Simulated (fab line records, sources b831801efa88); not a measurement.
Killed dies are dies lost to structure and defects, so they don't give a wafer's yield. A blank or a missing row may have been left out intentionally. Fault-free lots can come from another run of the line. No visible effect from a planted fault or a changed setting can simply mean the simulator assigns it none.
Matching of chambers -- flow sky130 -- SKY_LI_CONTACT_HDPCVD_00 on hdpcvd-01: 3 sister chambers
The step deposits PSG, target thk 930 nm, time 155 s. 16 wafers are shown with their chamber, then 7 later ones without.

== WAFERS WITH THEIR CHAMBER ==
wafer,chamber,pressure_mtorr (mTorr),run_length_s (s)
L232.1,0,6.021,183.1
L232.3,1,6.009,182.8
L232.5,0,6.022,182.7
L233.2,0,6.007,182.8
L233.3,1,6.005,182.9
L233.5,1,6.003,183.2
L234.2,0,6.007,182.7
L234.5,2,5.989,183.0
L234.6,1,5.991,182.8
L236.1,1,5.993,182.8
L236.4,0,6.005,183.2
L248.3,1,5.997,183.4
L248.5,2,5.990,183.0
L248.6,0,6.034,182.6
L250.2,2,5.994,183.3
L250.3,1,5.993,183.0

SIGNATURES (means of the wafers above)
reading,chamber 0,chamber 1,chamber 2,scatter within a chamber
pressure_mtorr,6.01600,5.99871,5.99100,0.00865
run_length_s,182.850,182.986,183.100,0.229
Rule: for a wafer and a chamber, the distance is found by dividing, reading by reading, the gap between the wafer's reading and the chamber's mean by the reading's scatter, squaring, summing and taking the root. If the next closest chamber is less than 2 further off than the closest, the wafer can't be placed; otherwise it belongs to the closest. The scatter: take each reading less its chamber's mean, square it, sum over the shown wafers, divide by the number of wafers less the number of chambers, and take the root.

== WAFERS WHOSE CHAMBER IS MISSING ==
wafer,pressure_mtorr (mTorr),run_length_s (s)
L250.6,5.970,182.8
L253.1,5.999,182.8
L253.3,6.006,182.9
L253.5,6.005,182.7
L255.2,5.993,183.2
L255.4,6.002,182.9
L255.5,5.978,183.6

== CHAMBER TAKEN BY EACH ==
wafer,from the rows above,in truth
L250.6,can't be placed: 2 or 1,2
L253.1,can't be placed: 1 or 2 or 0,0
L253.3,can't be placed: 1 or 0 or 2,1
L253.5,can't be placed: 0 or 1 or 2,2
L255.2,can't be placed: 2 or 1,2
L255.4,can't be placed: 1 or 2 or 0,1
L255.5,can't be placed: 2 or 1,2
Placed correctly: 0 of 7. Can't be placed from these rows: 7 (the true chamber is among the candidates in 7). 0 placed wrongly.
